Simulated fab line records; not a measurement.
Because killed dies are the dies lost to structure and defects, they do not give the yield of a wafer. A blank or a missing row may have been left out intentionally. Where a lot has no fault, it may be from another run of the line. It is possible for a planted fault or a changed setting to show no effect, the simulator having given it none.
Which of the tools did it?	flow gf180mcu	24 lots, 72 wafers sampled, at 3 steps of a route of 602

## WHAT THE GAUGES SHOWED, per wafer
GF_CONTACT_RS_MEAS_25: measurement is done with a four-point probe.
lot	measured	on	CONTACT_W_RS (ohm/sq)
L074	day 16 08:12	film metro-01	0.380 0.378 0.381
L075	day 17 06:12	film metro-04	0.379 0.380 0.378
L077	day 17 20:27	film metro-03	0.377 0.382 0.384
L076	day 18 01:30	film metro-04	0.378 0.378 0.376
L078	day 18 08:10	film metro-04	0.384 0.384 0.389
L079	day 18 13:42	film metro-04	0.384 0.390 0.387
L080	day 19 03:50	film metro-03	0.382 0.387 0.390
L081	day 20 02:24	film metro-01	0.377 0.384 0.379
L082	day 20 02:50	film metro-01	0.393 0.392 0.392
L084	day 20 05:51	film metro-01	0.382 0.387 0.391
L083	day 20 08:11	film metro-01	0.387 0.387 0.383
L085	day 20 13:09	film metro-03	0.381 0.388 0.380
L086	day 21 05:13	film metro-03	0.385 0.381 0.382
L087	day 21 09:05	film metro-03	0.381 0.382 0.379
L088	day 21 18:07	film metro-01	0.383 0.382 0.386
L089	day 22 04:25	film metro-03	0.388 0.385 0.387
L090	day 22 14:17	film metro-01	0.377 0.384 0.377
L091	day 22 14:51	film metro-04	0.384 0.380 0.379
L092	day 23 09:01	film metro-01	0.384 0.381 0.389
L093	day 23 12:56	film metro-03	0.386 0.381 0.384
L094	day 23 20:10	film metro-01	0.384 0.386 0.388
L095	day 24 06:40	film metro-04	0.382 0.379 0.385
L096	day 24 12:10	film metro-03	0.378 0.387 0.377
L097	day 24 18:24	film metro-04	0.379 0.380 0.378

GF_V2_RS_MEAS_24: measurement is done with a four-point probe.
lot	measured	on	V2_W_RS (ohm/sq)
L074	day 20 14:04	film metro-03	0.328 0.325 0.323
L075	day 21 13:50	film metro-03	0.319 0.320 0.321
L077	day 22 04:23	film metro-01	0.323 0.316 0.319
L076	day 22 09:07	film metro-04	0.333 0.326 0.329
L078	day 22 16:06	film metro-01	0.323 0.325 0.327
L079	day 22 19:57	film metro-03	0.322 0.323 0.317
L080	day 23 10:59	film metro-03	0.318 0.323 0.318
L081	day 24 08:05	film metro-01	0.319 0.322 0.321
L082	day 24 06:59	film metro-01	0.328 0.328 0.329
L084	day 24 11:46	film metro-01	0.324 0.324 0.326
L083	day 24 13:28	film metro-04	0.328 0.323 0.323
L085	day 24 17:29	film metro-03	0.330 0.327 0.330
L086	day 25 07:52	film metro-04	0.329 0.327 0.329
L087	day 25 11:54	film metro-04	0.329 0.327 0.330
L088	day 25 18:08	film metro-01	0.327 0.323 0.323
L089	day 26 04:46	film metro-04	0.322 0.326 0.324
L090	day 26 14:07	film metro-04	0.328 0.323 0.323
L091	day 26 14:38	film metro-04	0.330 0.324 0.327
L092	day 27 08:59	film metro-04	0.333 0.330 0.331
L093	day 27 12:04	film metro-04	0.329 0.325 0.326
L094	day 27 17:20	film metro-04	0.328 0.325 0.324
L095	day 28 03:23	film metro-03	0.325 0.328 0.324
L096	day 28 08:42	film metro-04	0.326 0.326 0.322
L097	day 28 13:19	film metro-01	0.327 0.320 0.321

GF_V3_THK_MEAS_01.
lot	measured	on	V3_CVD_00_THK (nm)
L074	day 21 15:55	film metro-01	600 598 604
L075	day 22 15:22	film metro-03	599 594 599
L077	day 23 04:46	film metro-03	612 613 609
L076	day 23 10:23	film metro-03	588 595 594
L078	day 23 16:38	film metro-03	594 596 590
L079	day 23 20:32	film metro-02	601 596 595
L080	day 24 11:52	film metro-03	617 602 598
L081	day 25 07:48	film metro-03	595 600 601
L082	day 25 06:51	film metro-02	603 604 597
L084	day 25 11:32	film metro-03	605 599 601
L083	day 25 12:56	film metro-03	610 599 600
L085	day 25 17:00	film metro-02	599 596 593
L086	day 26 07:23	film metro-03	611 598 606
L087	day 26 12:05	film metro-02	608 602 612
L088	day 26 17:46	film metro-01	598 592 597
L089	day 27 04:01	film metro-01	600 597 602
L090	day 27 13:25	film metro-02	606 606 612
L091	day 27 13:45	film metro-03	605 605 600
L092	day 28 07:35	film metro-01	604 608 609
L093	day 28 09:51	film metro-01	597 605 603
L094	day 28 15:11	film metro-02	606 598 605
L095	day 29 00:06	film metro-01	595 597 584
L096	day 29 06:28	film metro-03	596 597 604
L097	day 29 10:38	film metro-02	585 593 590

## EACH LOT AND THE TOOL THAT RAN IT (in order: tool; ch and the chambers of the sampled wafers; start)
The record shows no process step preceding these readings.

## AS READ BY THE TOOLS THEMSELVES (means over the sampled wafers that have a number; for cases with no such wafer, the mark the record gives instead)
The record holds no such reading with a usual standard deviation.

## THE ANSWER, worked out from the rows above alone
Rule: what is usual is taken from the lots themselves. Put in order of their means at a reading, lots are off if they are a third of the lots or fewer, leave a main group of 4 or more, and stand apart from it by a gap of 3 or more times the standard deviation of the main group's means; of several such gaps the widest counts. Not used: any main group whose means are identical at the precision the tables above print for the reading. Also off: a lot with no number at a reading for which 4 or more lots have one. Any other lot the step has rows for is counted as sound. The gauges are gone through in route order, then the tools' own readings, and for those a lot's mean is taken as printed above. At the first step where some lot is off, the reading lying furthest off is the one used; lots without a number count as furthest.
Across all readings shown, no lot is off: no conclusion can be drawn from this.

## WHAT THE SIMULATOR HAD INSERTED
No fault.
